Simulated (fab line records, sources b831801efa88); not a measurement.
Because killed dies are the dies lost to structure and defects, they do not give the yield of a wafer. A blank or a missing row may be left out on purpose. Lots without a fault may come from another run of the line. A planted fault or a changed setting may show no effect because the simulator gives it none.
One fault seen from 2 desks / flow gf180mcu / only its own numbers are on each desk; what lay behind them is given at the end

THE TOOL OWNER'S DESK: rie-diel-02
The tool's own readings at GF_M5_ETCH_09 (etches Si3N4 in CF4/O2, target depth 52 nm, time 11.6 s): means of the sampled wafers that have a number, for each lot that ran on this tool. Any lot whose mean is over 4 standard deviations away from the usual mean is out of limits and marked OUT; that distance is given in the brackets.
Columns: A = drypump-motor-current-A at GF_M5_ETCH_09, usual 5.8 A; B = oes-product-au at GF_M5_ETCH_09, usual 0.995 a.u.; C = throttle-valve-pct at GF_M5_ETCH_09, usual 5.969 %
lot=L375; first seen here=day 30 01:28; A=5.6; B=0.994; C=5.971
lot=L380; first seen here=day 31 02:42; A=5.9; B=0.877 (-13) OUT; C=5.941
lot=L384; first seen here=day 32 00:33; A=5.7; B=0.867 (-14) OUT; C=5.933 (-4.2) OUT
This desk's finding: out of limits on L380, L384; first on L380, day 31 02:42 (oes-product-au at GF_M5_ETCH_09). L375: within limits.

METROLOGY DESK
Lot by lot, what the gauges showed, no matter which tool ran the lot: averages of those sampled wafers that carry a number. Any lot whose mean is over 4 standard deviations away from the usual mean is out of limits and marked OUT; that distance is given in the brackets.
Columns: A = cd-nm at GF_M5_CD_MEAS_07, usual 280.0 nm; B = M5_OVL at GF_M5_OVL_MEAS_08, usual -2 nm
lot=L365; first seen here=day 26 14:16; A=278.8; B=0
lot=L371; first seen here=day 28 19:20; A=280.7; B=-1
lot=L375; first seen here=day 30 01:20; A=281.0; B=-4
lot=L376; first seen here=day 30 01:41; A=280.9; B=-3
lot=L380; first seen here=day 31 02:37; A=280.6; B=-10
lot=L384; first seen here=day 32 00:23; A=281.0; B=-8
This desk found nothing out of limits on any of the 6 lots.

ALL TOGETHER
At day 31 02:42, on L380, L384, the tool owner's desk was in a position to raise an alarm.
The metrology desk saw nothing out of limits.
The metrology desk has L380, L384 on record, within its limits.
On rie-diel-02, each named lot ran GF_M5_ETCH_09.

WHAT THE SIMULATOR PUT IN
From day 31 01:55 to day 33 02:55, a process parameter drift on rie-diel-02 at GF_M5_ETCH_09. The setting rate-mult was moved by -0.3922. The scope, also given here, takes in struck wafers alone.
Struck lots among those shown: L380, L384.
How many hours passed from the start of the fault until each desk's first out-of-limits reading: the tool owner's desk, 1.
